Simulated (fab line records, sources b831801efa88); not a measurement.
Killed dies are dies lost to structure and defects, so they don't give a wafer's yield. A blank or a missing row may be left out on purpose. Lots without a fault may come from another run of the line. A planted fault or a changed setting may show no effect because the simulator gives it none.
A struck lot beside a sound one | flow sky130 | 18 steps out of a route of 708
Sound: wafers L338.4, L338.5, L338.6. Struck: wafers L343.1, L343.2, L343.5. The cause comes at the end.
At each step with rows: each side's tool, then ch and its chambers, then its first start. Under that, the readings that differ: sound wafers | struck wafers | difference of the means | sigmas: that difference in standard deviations of wafers without a fault.
alike: readings whose means differ by less than 2 such deviations, and words and numbers that are the same on both sides. not compared: withheld readings, readings that some wafer has no value for, bounds like >300 that may hide the same value, and numbers for which the record gives no deviation and whose values overlap.
The two part at a step that has a row with sigmas, a row that says differs or no value, or rows on one side only. Numbers that don't overlap but have no deviation are shown without sigmas and don't part them. A reading that every wafer of one side lacks parts them only if that side has two wafers or more.

SKY_CONTACT_CMP_04: polishes SiO2.
  sound on cmp-01 ch 1,2, day 31 10:17; struck on cmp-01 ch 0,2,3, day 33 02:05
  alike: motor_current_A, slurry_flow_ml_min, time_to_endpoint_s
SKY_CONTACT_BOW_MEAS_05:
  sound on film_metro-01, day 31 10:35; struck on film_metro-01, day 33 02:17
  alike: CONTACT_BOW
then, 8 steps without rows for these wafers: SKY_CONTACT_DEHYDRATE_06 (time 60 s); SKY_CONTACT_HMDS_07 (prime time 60 s); SKY_CONTACT_COAT_08 (resist thk 60 nm); SKY_CONTACT_COAT_09 (resist thk 450 nm); SKY_CONTACT_SOFTBAKE_10 (time 90 s); SKY_CONTACT_EXPOSE_11 (exposes mask CTM1, target cd 170 nm); SKY_CONTACT_PEB_12; SKY_CONTACT_DEVELOP_13 (develop time 60 s).
SKY_CONTACT_CD_MEAS_14: target cd 170 nm.
  sound on cd_sem-02, day 32 12:53; struck on cd_sem-01, day 34 04:38
  alike: cd_nm
SKY_CONTACT_OVL_MEAS_15:
  sound on overlay-01, day 32 12:58; struck on overlay-01, day 34 04:45
  alike: CONTACT_OVL
SKY_CONTACT_ETCH_16: etches BARC in N2/H2, stops on SiO2, time 45.9 s, target depth 60 nm.
  sound on rie_diel-01 ch 0,1,2, day 32 13:00; struck on rie_diel-02 ch 0,2,3, day 34 04:47
  no value came back on the struck wafers for any of 7 readings (bias_w (W), chamber_pressure_mTorr (mTorr) and others); on the sound wafers bias_w (W) reads 99.7 100.0 99.8
  reading                                        | sound             | struck          | difference | sigmas
  model.KrF-thick_of_CONTACT_COAT_09.thk_nm (nm) | 391.8 392.5 393.1 | 434.7 432.5 434 | +41.3      |
  not compared: rf_hours_counter_h
SKY_CONTACT_ETCH_17: etches SiO2 in C4F8/O2/Ar, stops on Si3N4, target depth 340 nm.
  sound on rie_diel-01 ch 0,1,2, day 32 13:03; struck on rie_diel-02 ch 0,2,3, day 34 04:50
  reading               | sound             | struck            | difference | sigmas
  oes_product_au (a.u.) | 0.898 0.892 0.901 | 0.379 0.376 0.373 | -0.521     | -99 or more
  alike: bias_w, chamber_pressure_mTorr, rf_fwd_power_W
SKY_CONTACT_ETCH_18: etches Si3N4 in CHF3/O2, stops on TiN, time 39 s, target depth 75 nm.
  sound on rie_diel-01 ch 0,1,2; struck on rie_diel-02 ch 0,2,3
  reading                                        | sound             | struck            | difference | sigmas
  oes_product_au (a.u.)                          | 0.853 0.858 0.865 | 0.380 0.375 0.377 | -0.481     | -62
  throttle_valve_pct (%)                         | 8.808 8.796 8.786 | 8.663 8.677 8.669 | -0.127     | -13
  model.KrF-thick_of_CONTACT_COAT_09.thk_nm (nm) | 243.6 240.7 244.8 | 283.8 281.5 287.2 | +41.1      |
  alike: O2_flow_sccm, bias_w, drypump_motor_current_A, rf_fwd_power_W
  not compared: rf_hours_counter_h
SKY_CONTACT_STRIP_19: strips in O2/N2.
  sound on plasma_asher-02 ch 0,1, day 32 13:08; struck on plasma_asher-02 ch 0,1, day 34 04:55
  reading                      | sound             | struck            | difference | sigmas
  oes_product_au (a.u.)        | 0.373 0.382 0.392 | 0.399 0.397 0.402 | +0.017     | +3
  strip_time_to_endpoint_s (s) | 3.64 3.60 3.64    | 4.05 4.01 4.11    | +0.43      | +12
  alike: drypump_motor_current_A, n2_flow_sccm
  not compared: rf_hours_counter_h
then, 1 step without rows for these wafers: SKY_CONTACT_STRIP_20 (strips in post etch residue remover, time 1200 s).
-- the record jumps here: 14 days lie between the struck wafers' starts before and after (it left off in module CONTACT and takes up again in module PAD_OPEN, whose first step shown is number 708 of the route) --
SKY_PAD_OPEN_PROBE_99:
  sound on prober-01, day 46 16:45; struck on prober-02, day 48 01:40
  reading            | sound     | struck      | difference | sigmas
  killed_at_contacts | 23 21 29  | 429 431 430 | +406       | +75
  killed_dies        | 71 86 103 | 492 492 492 | +405       | +37
  killed_on_rim      | 11 17 18  | 96 96 96    | +81        | +19
  alike: killed_at_M0_to_M3, killed_at_M4_up, killed_at_front_end, killed_at_other, killed_open, killed_short

WHERE THEY PART
First at SKY_CONTACT_ETCH_16; last, within this record, at SKY_PAD_OPEN_PROBE_99.

WHY: what the simulator had put in
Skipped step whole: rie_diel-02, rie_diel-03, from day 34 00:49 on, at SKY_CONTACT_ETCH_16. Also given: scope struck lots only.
